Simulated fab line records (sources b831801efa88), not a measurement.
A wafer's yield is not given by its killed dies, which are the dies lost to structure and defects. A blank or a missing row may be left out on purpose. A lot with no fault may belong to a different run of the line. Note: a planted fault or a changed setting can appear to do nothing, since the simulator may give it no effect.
Comparing a struck lot with a sound one / flow sky130 / 43 out of 708 route steps
Sound: these wafers, L697.1, L697.4, L697.5. Wafers struck: L710.3, L710.4, L710.5. At the end, the cause is stated.
At each step with rows: each side's tool, then ch and its chambers, then its first start. Under that, the readings that differ: sound wafers / struck wafers / difference of the means / sigmas: that difference in standard deviations of wafers without a fault.
alike: a reading whose means differ by less than 2 such deviations, as well as words and numbers matching on both sides. not compared: withheld readings; readings where some wafer has no value; bounds like >300 that might hide an equal value; numbers whose values overlap and for which the record gives no deviation.
A row with sigmas, a row that says differs or no value, or rows on one side alone: a step with any of these is where the two part. Numbers that have no deviation but don't overlap get no sigmas and don't part them. A reading that every wafer of one side lacks parts them only if that side has two wafers or more.

first, 5 steps without rows for these wafers: SKY_LOCAL_INTERCONNECT_COAT_06 (resist thk 450 nm); SKY_LOCAL_INTERCONNECT_SOFTBAKE_07 (time 90 s); SKY_LOCAL_INTERCONNECT_EXPOSE_08 (exposes mask LI1M, target cd 170 nm); SKY_LOCAL_INTERCONNECT_PEB_09; SKY_LOCAL_INTERCONNECT_DEVELOP_10 (develop time 60 s).
SKY_LOCAL_INTERCONNECT_CD_MEAS_11 targets a cd of 170 nm.
  sound: cd-sem-01 at day 30 02:35; struck: cd-sem-02 at day 34 14:58
reading=cd-nm (nm); sound=170.5 168.8 170.7; struck=172.7 173.1 173.2; difference=+3.0; sigmas=+2
SKY_LOCAL_INTERCONNECT_OVL_MEAS_12:
  sound: overlay-02 at day 30 02:42; struck: overlay-01 at day 34 15:04
  alike: LOCAL_INTERCONNECT_OVL
then, 5 steps without rows for these wafers: SKY_LOCAL_INTERCONNECT_ETCH_13 (etches BARC in N2/H2, stops on SiO2, time 45.9 s, target depth 60 nm); SKY_LOCAL_INTERCONNECT_METAL_ETCH_14 (etches TiN in Cl2/BCl3, stops on PSG, target depth 110 nm, time 31.4 s); SKY_LOCAL_INTERCONNECT_STRIP_15 (strips in O2/N2); SKY_LOCAL_INTERCONNECT_STRIP_16 (strips in post etch residue remover, time 1200 s); SKY_LOCAL_INTERCONNECT_CLEAN_17 (cleans in IPA, time 180 s).
SKY_LOCAL_INTERCONNECT_CLEAN_18: cleans in O3/DIW.
  sound on wet-bench-01 ch 2, day 30 03:21; struck on wet-bench-04 ch 3, day 34 15:42
then, 1 step without rows for these wafers: SKY_CONTACT_CVD_00 (deposits Si3N4, target thk 75 nm).
SKY_CONTACT_THK_MEAS_01:
  sound: film-metro-02 at day 30 03:29; struck: film-metro-01 at day 34 15:51
  alike: CONTACT_CVD_00_THK
then, 1 step without rows for these wafers: SKY_CONTACT_HDPCVD_02 (deposits SiO2, target thk 565 nm, time 94.2 s).
SKY_CONTACT_THK_MEAS_03:
  sound: film-metro-03 at day 30 03:37; struck: film-metro-03 at day 34 15:59
  alike: CONTACT_HDPCVD_THK
SKY_CONTACT_CMP_04: polishes SiO2.
  sound on cmp-02 ch 0,1,2, day 30 03:46; struck on cmp-01 ch 0,1,2, day 34 16:04
  alike: motor-current-A, time-to-endpoint-s
SKY_CONTACT_BOW_MEAS_05:
  sound: film-metro-03 at day 30 03:58; struck: film-metro-01 at day 34 16:22
  alike: CONTACT_BOW
then, 8 steps without rows for these wafers: SKY_CONTACT_DEHYDRATE_06 (time 60 s); SKY_CONTACT_HMDS_07 (prime time 60 s); SKY_CONTACT_COAT_08 (resist thk 60 nm); SKY_CONTACT_COAT_09 (resist thk 450 nm); SKY_CONTACT_SOFTBAKE_10 (time 90 s); SKY_CONTACT_EXPOSE_11 (exposes mask CTM1, target cd 170 nm); SKY_CONTACT_PEB_12; SKY_CONTACT_DEVELOP_13 (develop time 60 s).
SKY_CONTACT_CD_MEAS_14 targets a cd of 170 nm.
  sound: cd-sem-02 at day 31 10:20; struck: cd-sem-01 at day 35 18:01
reading=cd-nm (nm); sound=166.6 169.8 167.3; struck=170.2 171.5 172.1; difference=+3.4; sigmas=+2
SKY_CONTACT_OVL_MEAS_15:
  sound: overlay-01 at day 31 10:27; struck: overlay-01 at day 35 18:07
  alike: CONTACT_OVL
SKY_CONTACT_ETCH_16: etches BARC in N2/H2, stops on SiO2, time 44.62 s, target depth 60 nm.
  sound on rie-diel-02 ch 0,1, day 31 10:29; struck on rie-diel-02 ch 0,2, day 35 18:08
  alike: drypump-motor-current-A, oes-product-au, throttle-valve-pct
  not compared: rf-hours-counter-h
then, 1 step without rows for these wafers: SKY_CONTACT_ETCH_17 (etches SiO2 in C4F8/O2/Ar, stops on Si3N4, target depth 340 nm).
SKY_CONTACT_ETCH_18: etches Si3N4 in CHF3/O2, stops on TiN, time 39 s, target depth 75 nm.
  sound on rie-diel-02 ch 0,1; struck on rie-diel-02 ch 0,2
  alike: drypump-motor-current-A, oes-product-au, throttle-valve-pct
  not compared: rf-hours-counter-h
then, 5 steps without rows for these wafers: SKY_CONTACT_STRIP_19 (strips in O2/N2); SKY_CONTACT_STRIP_20 (strips in post etch residue remover, time 1200 s); SKY_CONTACT_CLEAN_21 (cleans in IPA, time 180 s); SKY_CONTACT_CLEAN_22 (cleans in O3/DIW); SKY_CONTACT_SPUTTER_23 (material TiN, target thk 20 nm, time 80 s).
SKY_CONTACT_CVD_24: deposits W, target thk 340 nm, time 102.12 s.
  sound on cvd-w-02 ch 0,1, day 31 11:22; struck on cvd-w-01 ch 0,1, day 35 18:59
  alike: heater-power-w, susceptor-temp-C
SKY_CONTACT_RS_MEAS_25: the measuring method here is four-point-probe.
  sound: film-metro-02 at day 31 11:28; struck: film-metro-03 at day 35 19:07
  alike: CONTACT_W_RS
SKY_CONTACT_THK_MEAS_26: measures by xrf.
  sound: film-metro-02 at day 31 11:35; struck: film-metro-03 at day 35 19:13
  alike: CONTACT_W_THK
then, 1 step without rows for these wafers: SKY_CONTACT_CMP_27 (polishes, stops on SiO2, t overpolish 15 s, target thk 0 nm).
SKY_METAL1_SPUTTER_00: material Ti, target thk 15 nm, time 10 s.
  sound: pvd-sputter-03 at day 31 12:13; struck: pvd-sputter-01 at day 35 19:33
  alike: throttle-valve-pct
-- the record jumps here: 13 days lie between the struck wafers' starts before and after (it left off in module METAL1 and takes up again in module PAD_OPEN, whose first step shown is number 708 of the route) --
SKY_PAD_OPEN_PROBE_99:
  only the struck wafers here have rows in the record (prober-02, day 48 21:11); the sound ones have none

## WHERE THEY PART
At SKY_LOCAL_INTERCONNECT_CD_MEAS_11 first; at SKY_PAD_OPEN_PROBE_99 last (within this record only).

WHY: what the simulator had put in
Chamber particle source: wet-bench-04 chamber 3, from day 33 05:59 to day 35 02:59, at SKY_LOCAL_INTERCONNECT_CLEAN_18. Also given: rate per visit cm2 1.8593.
